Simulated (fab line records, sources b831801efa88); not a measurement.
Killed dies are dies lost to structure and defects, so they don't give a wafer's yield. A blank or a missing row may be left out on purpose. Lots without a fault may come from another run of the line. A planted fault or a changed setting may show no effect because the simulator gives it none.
fab line records | flow sky130
record lots=6 wafers=18 last_day=50
route steps=708 shown METAL1@457 VIA1@458
lots that met no fault: from a run of the same line without faults
start_h: hours from the record's first day to the start of the lot's first wafer shown | wait_h: hours since the lot's step before | " the same as in the row above | L1.1+2: a row that stands for several wafers | - no value, or no start given | * or withheld: withheld | < > ~ a bound
route shown NAME@n: a module of which the file shows steps, and the number in the route of the first | usual: mean/standard deviation of fault-free wafers | same: alike in all rows | chamber/n: place in a boat | sites: the reading at each site | _std_site: their standard deviation | _edge_site: outer sites' mean less inner sites' | radius_mm: how far each site lies from the wafer's centre | mask NAME#n: copy n | behind: the tool/chamber that last shaped the wafer | hold: why the lot was held/for how many hours/how that ended | device: the transistor (n, p or np) that didn't switch | end of line: the same wafers' tests at the end of the route | a step without rows: its recipe alone | killed: dies lost to structure and defects at the first sort, not the wafer's yield | map: a wafer's dies, x killed, . not, _ none there
set.NAME: the setting as run; set.NAME@STEP: as run at that earlier step | model.NAME: the simulator's own value behind a step, which no gauge read
lots at some steps of the route; a table a step, a row a wafer
services: from which hour (start_h, from the record's first day; less than 0 if before it) a tool's chamber was out of use, for how many hours, and why
## steps
# step SKY_METAL1_CLEAN_23
# recipe chemistry=O3/DIW dry=n2_spin
# step SKY_VIA1_HDPCVD_00
# recipe material=SiO2 target_thk_nm=1030 sigma_open_frac=0.3 time_s=171.7 temp_c=400 sih4_flow_sccm=60 pressure_mtorr=6
# step SKY_VIA1_THK_MEAS_01
# recipe reads=SiO2_of_VIA1_HDPCVD_00
# usual VIA1_HDPCVD_THK=1031/11
# columns lot.wafer tool chamber start_h wait_h VIA1_HDPCVD_THK[nm]
L904.2 film_metro-03 - 785.88 0.1 1024
L904.3 " - " " 1014
L904.4 " - " " 1015
L905.2 film_metro-04 - 793.00 0.1 1040
L905.4 " - " " 1048
L905.5 " - " " 1050
L914.4 film_metro-04 - 863.75 0.0 1038
L914.5 " - " " 1035
L914.6 " - " " 1038
L915.1 film_metro-03 - 867.62 0.1 1039
L915.2 " - " " 1034
L915.6 " - " " 1049
L920.1 film_metro-04 - 906.57 0.1 1013
L920.3 " - " " 1023
L920.4 " - " " 1034
L923.1 film_metro-04 - 926.64 0.1 1046
L923.4 " - " " 1040
L923.5 " - " " 1032
# step SKY_VIA1_CMP_02
# recipe material=SiO2 down_force_psi=4 platen_rpm=60 pad_velocity_m_s=0.94248
# usual motor_current_A=12.2/1.2
# columns lot.wafer tool chamber start_h wait_h motor_current_A
L904.4 cmp-01 2 785.93 0.0 10.5
L904.3 " 0 " " 11.2
L904.2 " 1 " " 12.6
L905.2 cmp-01 2 793.16 0.2 11.5
L905.4 " 1 " " 12.6
L905.5 " 3 " " 11.8
L914.4 cmp-02 3 863.93 0.2 10.9
L914.6 " 0 " " 13.3
L914.5 " 1 " " 14.2
L915.1 cmp-02 0 867.68 0.1 12.7
L915.2 " 3 " " 10.7
L915.6 " 1 " " 13.2
L920.4 cmp-01 2 906.63 0.0 11.1
L920.3 " 0 " " 10.8
L920.1 " 1 " " 12.8
L923.4 cmp-02 0 926.82 0.1 12.7
L923.1 " 1 " " 13.5
L923.5 " 3 " " 11.3
# step SKY_VIA1_BOW_MEAS_03
# recipe mode=bow
# usual VIA1_BOW=80/6.7
# columns lot.wafer tool chamber start_h wait_h VIA1_BOW[um]
L904.2 film_metro-01 - 786.25 0.1 85
L904.3 " - " " 74
L904.4 " - " " 88
L905.2 film_metro-01 - 793.48 0.3 83
L905.4 " - " " 80
L905.5 " - " " 82
L914.4 film_metro-01 - 864.14 0.2 82
L914.5 " - " " 84
L914.6 " - " " 87
L915.1 film_metro-04 - 867.98 0.2 65
L915.2 " - " " 77
L915.6 " - " " 63
L920.1 film_metro-03 - 906.93 0.1 84
L920.3 " - " " 78
L920.4 " - " " 85
L923.1 film_metro-04 - 927.02 0.1 80
L923.4 " - " " 68
L923.5 " - " " 69
# step SKY_VIA1_DEHYDRATE_04
# recipe temp_c=200 time_s=60
# step SKY_VIA1_HMDS_05
# recipe prime_time_s=60 prime_temp_c=120
# step SKY_VIA1_COAT_06
# recipe resist=BARC temp_c=withheld time_s=withheld spin_rpm=3000 resist_thk_nm=60
# step SKY_VIA1_COAT_07
# recipe resist=KrF-thick spin_rpm=3000 resist_thk_nm=450
# step SKY_VIA1_SOFTBAKE_08
# recipe temp_c=100 time_s=90 resist=KrF-thick
# step SKY_VIA1_EXPOSE_09
# recipe mask_id=VIM na=0.8 source_shape=annular sigma_inner=0.55 sigma_outer=0.85 target_cd_nm=150 dose_mj=38
# step SKY_VIA1_PEB_10
# recipe peb_temp_c=withheld peb_time_s=withheld resist=KrF-thick
# step SKY_VIA1_DEVELOP_11
# recipe develop_time_s=60 resist=KrF-thick dev_temp_c=21
# usual chill_plate_temp_C=22.98/0.095 develop_time_s=60/0 resist_line_temp_C=23.01/0.12
# columns lot.wafer tool chamber start_h wait_h chill_plate_temp_C develop_time_s resist_line_temp_C model.KrF-thick_of_VIA1_COAT_07.thk_nm
L904.2 litho_track-04 - 812 - - - - 449.6
L904.3 " - " " - - - 449.9
L904.4 " - " " - - - 450.2
L905.2 litho_track-03 - 819 - - - - 451.3
L905.4 " - " " - - - 451.8
L905.5 " - " " - - - 451.8
L914.4 litho_track-04 0 889 - 22.97 60 22.93 437.5
L914.5 " 0 " " 22.84 60 22.97 436.7
L914.6 " 0 " " 22.93 60 23.09 438.6
L915.1 litho_track-02 0 893 - 23.16 60 22.93 435.4
L915.2 " 0 " " 22.92 60 23.15 435.1
L915.6 " 0 " " 23.09 60 23.17 434.9
L920.1 litho_track-02 0 932 - 23.01 60 23.09 433.8
L920.3 " 0 " " 23.04 60 22.93 433.9
L920.4 " 0 " " 22.90 60 23.03 435.2
L923.1 litho_track-04 0 949 - 22.87 60 23.09 437
L923.4 " 0 " " 22.91 60 23.10 437
L923.5 " 0 " " 22.76 60 23.08 436.4
# step SKY_VIA1_CD_MEAS_12
# recipe target_cd_nm=150
# usual cd_nm=150.2/1.6
# columns lot.wafer tool chamber start_h wait_h cd_nm
L904.2 cd_sem-02 - 812.31 - -
L904.3 " - " " -
L904.4 " - " " -
L905.2 cd_sem-01 - 819.46 - -
L905.4 " - " " -
L905.5 " - " " -
L914.4 cd_sem-01 - 889.55 - 150.2
L914.5 " - " " 150.3
L914.6 " - " " 150.9
L915.1 cd_sem-02 - 893.94 - 149.5
L915.2 " - " " 149.2
L915.6 " - " " 149.7
L920.1 cd_sem-01 - 932.24 - 151.9
L920.3 " - " " 150.9
L920.4 " - " " 152.9
L923.1 cd_sem-02 - 949.96 - 151.9
L923.4 " - " " 150.8
L923.5 " - " " 149.1
## services
# columns tool chamber start_h hours kind
cmp-02 - 791.19 3.8 pm
cmp-02 - 809.20 2.6 repair
cmp-01 - 817.86 3.6 repair
cmp-02 - 838.10 2.8 repair
cmp-01 - 877.87 1.8 repair
cmp-01 - 902.11 4.2 pm
cmp-01 - 908.95 1.6 repair
cmp-02 - 912.00 4.0 pm
cmp-02 - 916.00 - consumable_replace:conditioner
cmp-02 - 916.00 - consumable_replace:pad
cmp-01 - 926.83 20.7 pm
## key
first_sign step=SKY_VIA1_DEVELOP_11 reading=tool_record direction=missing
effect none on later readings
model_effect step=SKY_VIA1_DEVELOP_11 value=KrF-thick_of_VIA1_COAT_07.thk_nm without=436.7 struck=450.8
met_at SKY_VIA1_DEVELOP_11
struck_wafers L904.2,L904.3,L904.4,L905.2,L905.4,L905.5
later_rows_left_out L904.2,L904.3,L904.4,L905.2,L905.4,L905.5
sort_left_out L904.2,L904.3,L904.4,L905.2,L905.4,L905.5
fault kind=skipped_step_whole tool=litho_track-03,litho_track-04 chamber=- onset_h=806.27 steps=SKY_VIA1_DEVELOP_11 scope=struck_lots_only
# sort_left_out: the simulated sort isn't trusted on such a fault, so these wafers' sort isn't shown, and their yield isn't known
# later_rows_left_out: the simulator's readings of these wafers behind a module that went badly wrong aren't trusted and aren't shown, but for the sort
